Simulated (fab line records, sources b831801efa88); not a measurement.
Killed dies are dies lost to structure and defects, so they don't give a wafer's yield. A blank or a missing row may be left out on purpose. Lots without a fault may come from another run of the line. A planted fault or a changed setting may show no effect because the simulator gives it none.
fab line records | flow gf180mcu
record lots=13 wafers=39 last_day=34
route steps=602 shown STI@25 NWELL@46 M1@316 V1@361
lots that met no fault: from a run of the same line without faults
start_h: hours from the record's first day to the start of the lot's first wafer shown | wait_h: hours since the lot's step before | " the same as in the row above | L1.1+2: a row that stands for several wafers | - no value, or no start given | * or withheld: withheld | < > ~ a bound
route shown NAME@n: a module of which the file shows steps, and the number in the route of the first | usual: mean/standard deviation of fault-free wafers | same: alike in all rows | chamber/n: place in a boat | sites: the reading at each site | _std_site: their standard deviation | _edge_site: outer sites' mean less inner sites' | radius_mm: how far each site lies from the wafer's centre | mask NAME#n: copy n | behind: the tool/chamber that last shaped the wafer | hold: why the lot was held/for how many hours/how that ended | device: the transistor (n, p or np) that didn't switch | end of line: the same wafers' tests at the end of the route | a step without rows: its recipe alone | killed: dies lost to structure and defects at the first sort, not the wafer's yield | map: a wafer's dies, x killed, . not, _ none there
set.NAME: the setting as run; set.NAME@STEP: as run at that earlier step | model.NAME: the simulator's own value behind a step, which no gauge read
steps of the route over a sample of lots; a table a step, a row a wafer
services: from which hour (start_h, from the record's first day; less than 0 if before it) a tool's chamber was out of use, for how many hours, and why
## steps
# step GF_STI_THK_MEAS_24
# recipe reads=SiO2_of_STI_CVD_23
# usual STI_CVD_23_THK=652/6.8
# columns lot.wafer tool chamber start_h wait_h STI_CVD_23_THK[nm]
L197.2 film_metro-04 - 36.33 0.0 664
L197.3 " - " " 658
L197.4 " - " " 654
L198.1 film_metro-04 - 40.52 0.0 646
L198.4 " - " " 646
L198.6 " - " " 653
L199.2 film_metro-01 - 44.07 0.0 646
L199.4 " - " " 646
L199.5 " - " " 649
L201.3 film_metro-01 - 53.28 0.1 668
L201.4 " - " " 662
L201.5 " - " " 661
L202.1 film_metro-03 - 57.48 0.0 647
L202.4 " - " " 651
L202.5 " - " " 650
L204.4 film_metro-04 - 68.75 0.0 660
L204.5 " - " " 656
L204.6 " - " " 648
L210.1 film_metro-03 - 99.03 0.0 660
L210.2 " - " " 650
L210.6 " - " " 651
L213.1 film_metro-01 - 114.94 0.0 657
L213.3 " - " " 650
L213.4 " - " " 657
L214.2 film_metro-01 - 119.84 0.0 649
L214.4 " - " " 640
L214.5 " - " " 649
L215.1 film_metro-01 - 125.19 0.1 654
L215.3 " - " " 646
L215.6 " - " " 640
L216.1 film_metro-04 - 130.08 0.0 649
L216.4 " - " " 651
L216.6 " - " " 662
L218.1 film_metro-01 - 140.48 0.0 653
L218.2 " - " " 655
L218.5 " - " " 647
L219.1 film_metro-03 - 145.28 0.0 647
L219.3 " - " " 637
L219.6 " - " " 653
# step GF_NWELL_EXPOSE_04
# recipe mask_id=Nwell target_cd_nm=860 na=0.6 source_shape=conventional sigma_outer=0.6 dose_mj=260
# columns lot.wafer tool chamber start_h wait_h mask
L197.2+3+4 iline_stepper-01 0 59.34 - Nwell#0
L198.1+4+6 iline_stepper-01 0 62.10 - Nwell#0
L199.2+4+5 iline_stepper-01 0 65.22 - Nwell#0
L201.3+4+5 iline_stepper-01 0 75.56 - Nwell#0
L202.1+4+5 iline_stepper-01 0 79.90 - Nwell#0
L204.4+5+6 iline_stepper-02 0 91.89 - Nwell#0
L210.1+2+6 iline_stepper-02 0 123.27 - Nwell#0
L213.1+3+4 iline_stepper-01 0 139.98 - Nwell#0
L214.2+4+5 iline_stepper-01 0 144.42 - Nwell#0
L215.1+3+6 iline_stepper-01 0 150.44 - Nwell#0
L216.1+4+6 iline_stepper-02 0 155.78 - Nwell#0
L218.1+2+5 iline_stepper-01 0 166.25 - Nwell#0
L219.1+3+6 iline_stepper-02 0 171.87 - Nwell#0
# step GF_NWELL_OVL_MEAS_07
# usual NWELL_OVL=-0.4/1.3
# columns lot.wafer tool chamber start_h wait_h hold NWELL_OVL[nm]
L197.2 overlay-01 - 65.35 - - -0.7
L197.3 " - " " - -1.3
L197.4 " - " " - -0.2
L198.1 overlay-02 - 68.35 - - 0.9
L198.4 " - " " - 0.4
L198.6 " - " " - 0.7
L199.2 overlay-01 - 72.10 - - 1.8
L199.4 " - " " - 0.5
L199.5 " - " " - 0.2
L201.3 overlay-01 - 81.42 - - 1.0
L201.4 " - " " - -0.8
L201.5 " - " " - -0.6
L202.1 overlay-02 - 86.70 - - -0.3
L202.4 " - " " - -1.1
L202.5 " - " " - -0.8
L204.4 overlay-01 - 98.51 - - 0.5
L204.5 " - " " - 1.4
L204.6 " - " " - 2.1
L210.1 overlay-02 - 130.39 - - 0.6
L210.2 " - " " - 0.9
L210.6 " - " " - -1.3
L213.1 overlay-02 - 147.55 - await_dispo/0.2h/release 54.1
L213.3 " - " " await_dispo/0.2h/release 53.5
L213.4 " - " " await_dispo/0.2h/release 53.8
L213.1 overlay-02 - 147.76 0.2 - 53.8
L213.3 " - " " - 53.9
L213.4 " - " " - 53.9
L214.2 overlay-01 - 152.55 - await_dispo/0.2h/release 56.3
L214.4 " - " " await_dispo/0.2h/release 55.5
L214.5 " - " " await_dispo/0.2h/release 55.1
L214.2 overlay-01 - 152.80 0.2 - 56.5
L214.4 " - " " - 56.1
L214.5 " - " " - 55.4
L215.1 overlay-01 - 158.15 - await_dispo/0.2h/release 55.1
L215.3 " - " " await_dispo/0.2h/release 55.8
L215.6 " - " " await_dispo/0.2h/release 54.8
L215.1 overlay-01 - 158.35 0.2 - 55.5
L215.3 " - " " - 56.4
L215.6 " - " " - 55.4
L216.1 overlay-02 - 163.80 - - 0.3
L216.4 " - " " - -0.4
L216.6 " - " " - -0.5
L218.1 overlay-01 - 174.04 - await_dispo/0.2h/release 55.2
L218.2 " - " " await_dispo/0.2h/release 56.6
L218.5 " - " " await_dispo/0.2h/release 56.4
L218.1 overlay-01 - 174.25 0.2 - 55.1
L218.2 " - " " - 56.8
L218.5 " - " " - 56.6
L219.1 overlay-02 - 180.00 - - 0.9
L219.3 " - " " - -0.7
L219.6 " - " " - -0.9
# step GF_M1_SPUTTER_01
# recipe material=TiN target_thk_nm=30 power_w=6500 time_s=25 chamber_pressure_pa=0.4
# usual cathode_dc_power_W=6500.0/1.2 chamber_pressure_pa=0.3999/0.0008 throttle_valve_pct=30.1/1
# columns lot.wafer tool chamber start_h wait_h cathode_dc_power_W chamber_pressure_pa throttle_valve_pct
L197.2 pvd_sputter-03 - 376.93 0.1 6498.9 0.4006 28.7
L197.3 " - " " 6501.2 0.3998 30.6
L197.4 " - " " 6499.7 0.3993 30.3
L198.1 pvd_sputter-01 - 386.05 0.1 6499.7 0.3986 30.2
L198.4 " - " " 6500.5 0.3982 30.0
L198.6 " - " " 6501.0 0.4008 31.1
L199.2 pvd_sputter-03 - 390.64 0.1 6500.3 0.4013 28.7
L199.4 " - " " 6501.2 0.3994 30.6
L199.5 " - " " 6500.2 0.4005 30.7
L201.3 pvd_sputter-03 - 404.84 0.1 6500.5 0.4002 30.2
L201.4 " - " " 6497.5 0.4006 30.5
L201.5 " - " " 6502.1 0.4003 30.6
L202.1 pvd_sputter-04 - 414.30 0.1 6500.4 0.4008 31.4
L202.4 " - " " 6500.6 0.4013 27.4
L202.5 " - " " 6501.4 0.3988 30.7
L204.4 pvd_sputter-04 - 437.84 0.1 6501.8 0.3989 30.8
L204.5 " - " " 6496.7 0.4008 30.6
L204.6 " - " " 6498.8 0.3996 30.9
L210.1 pvd_sputter-03 - 485.43 0.1 6499.5 0.3995 30.6
L210.2 " - " " 6500.3 0.4006 30.4
L210.6 " - " " 6501.8 0.3988 28.5
L213.1 pvd_sputter-04 - 510.49 0.1 6498.4 0.3995 31.3
L213.3 " - " " 6501.8 0.3997 30.5
L213.4 " - " " 6500.8 0.3993 27.6
L214.2 pvd_sputter-04 - 515.44 0.1 6500.6 0.3989 30.4
L214.4 " - " " 6501.2 0.3992 31.0
L214.5 " - " " 6499.8 0.3991 30.8
L215.1 pvd_sputter-01 - 530.51 0.1 6498.9 0.3992 29.9
L215.3 " - " " 6501.2 0.4007 30.5
L215.6 " - " " 6498.4 0.3989 30.8
L216.1 pvd_sputter-04 - 533.72 0.1 6498.9 0.3987 30.9
L216.4 " - " " 6501.0 0.3998 30.6
L216.6 " - " " 6499.8 0.4008 30.7
L218.1 pvd_sputter-01 - 549.22 0.1 6498.7 0.3995 31.1
L218.2 " - " " 6500.0 0.3986 30.2
L218.5 " - " " 6499.8 0.3995 30.4
L219.1 pvd_sputter-04 - 556.74 0.1 6499.5 0.3999 31.3
L219.3 " - " " 6498.8 0.4013 31.0
L219.6 " - " " 6500.1 0.4006 30.9
# step GF_V1_CMP_26
# recipe stop_on=SiO2 down_force_psi=3.5 platen_rpm=60 t_overpolish_s=15 target_thk_nm=0 pad_velocity_m_s=0.94248
# usual motor_current_A=10.7/0.91 overpolish_run_s=15.001/0.0087 slurry_filter_dp_kPa=13.51/0.14 time_to_endpoint_s=85/3.1
# same t_overpolish_s=15
# columns lot.wafer tool chamber start_h wait_h motor_current_A overpolish_run_s slurry_filter_dp_kPa time_to_endpoint_s
L197.3 cmp-02 1 426.43 0.0 10.8 15.008 13.55 85
L197.2 " 2 " " 12.6 14.983 13.79 87
L197.4 " 3 " " 10.7 14.994 13.60 86
L198.4 cmp-02 1 436.19 0.1 10.6 14.993 13.38 80
L198.1 " 2 " " 12.0 14.997 13.50 84
L198.6 " 1 " " 10.5 14.998 13.73 82
L199.4 cmp-01 2 440.50 0.0 11.4 14.995 13.74 84
L199.2 " 3 " " 9.6 15.012 13.60 84
L199.5 " 3 " " 9.4 15.001 13.51 83
L201.3 cmp-02 3 456.19 0.1 10.5 15.007 13.57 88
L201.4 " 1 " " 10.5 15.003 13.42 82
L201.5 " 2 " " 12.1 14.998 13.36 85
L202.1 cmp-02 1 464.70 0.1 10.4 15.008 13.22 86
L202.4 " 2 " " 12.2 14.999 13.69 83
L202.5 " 0 " " 9.7 14.994 13.63 85
L204.4 cmp-02 1 488.66 0.1 10.6 15.001 13.56 85
L204.6 " 0 " " 9.8 15.000 13.36 89
L204.5 " 1 " " 10.7 15.001 13.70 83
L210.1 cmp-02 2 534.57 0.1 11.8 15.007 13.64 83
L210.2 " 3 " " 10.4 15.009 13.52 86
L210.6 " 1 " " 10.0 15.002 13.46 79
L213.4 cmp-02 1 559.55 0.0 10.4 15.013 13.58 87
L213.1 " 2 " " 12.4 15.017 13.55 94
L213.3 " 3 " " 10.6 14.994 13.69 93
L214.2 cmp-02 0 563.25 0.1 10.0 15.007 13.68 89
L214.4 " 1 " " 10.4 15.012 13.37 86
L214.5 " 3 " " 10.6 14.995 13.37 87
L215.3 cmp-02 0 578.06 0.2 10.5 14.992 13.41 88
L215.1 " 3 " " 10.8 14.997 13.59 85
L215.6 " 1 " " 10.6 15.018 13.34 85
L216.1 cmp-02 3 581.05 0.1 10.8 14.999 13.69 86
L216.4 " 1 " " 11.1 14.998 13.41 86
L216.6 " 3 " " 11.0 14.997 13.53 88
L218.2 cmp-02 3 594.79 0.1 10.4 14.984 13.70 84
L218.1 " 1 " " 10.5 14.999 13.47 81
L218.5 " 2 " " 12.1 15.007 13.53 87
L219.3 cmp-02 2 603.58 0.1 11.8 14.983 13.41 90
L219.1 " 3 " " 10.7 14.991 13.65 84
L219.6 " 2 " " 11.9 15.003 13.49 86
## services
# columns tool chamber start_h hours kind
iline_stepper-01 - 36.67 1.7 pm
cmp-02 - 43.44 2.7 repair
cmp-02 - 64.00 4.0 pm
iline_stepper-02 - 79.09 1.7 pm
pvd_sputter-03 - 79.10 0.9 repair
cmp-02 - 104.13 4.6 repair
iline_stepper-01 - 111.03 1.2 repair
cmp-02 - 192.23 12.5 repair
cmp-02 - 220.07 5.5 repair
cmp-02 - 227.89 0.7 repair
iline_stepper-01 - 255.12 1.7 pm
pvd_sputter-04 - 279.14 3.1 repair
iline_stepper-01 - 287.40 2.1 pm
pvd_sputter-04 - 293.73 4.6 repair
cmp-02 - 307.23 0.4 repair
cmp-02 - 326.16 4.1 pm
cmp-02 - 332.74 1.1 repair
iline_stepper-01 - 339.85 0.7 repair
iline_stepper-01 - 390.87 4.4 pm
cmp-02 - 402.88 19.0 pm
cmp-02 - 421.91 4.0 pm
iline_stepper-01 - 445.50 6.9 repair
iline_stepper-01 - 473.03 1.7 pm
iline_stepper-01 - 562.24 5.5 repair
## key
first_sign step=GF_NWELL_OVL_MEAS_07 reading=visit direction=added
effect step=GF_NWELL_OVL_MEAS_07 reading=NWELL_OVL direction=up sigmas=41 usual=-0.4 struck=55.2
met_at GF_NWELL_EXPOSE_04
struck_lots L213,L214,L215,L218
tester_left_out L213,L214,L215,L218
not_acting_at GF_STI_THK_MEAS_24,GF_M1_SPUTTER_01,GF_V1_CMP_26
onset_between 79.90 139.98
fault kind=scanner_matching_overlay tool=iline_stepper-01 chamber=- onset_h=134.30 steps=GF_NWELL_EXPOSE_04 offset=56.495
# tester_left_out: of these lots the tester's yield and bins aren't shown, on N5 and GAA mostly nor the transistor test; their killed dies are dies lost to structure and defects alone, not to doping, threshold or leakage, so they don't give the yield
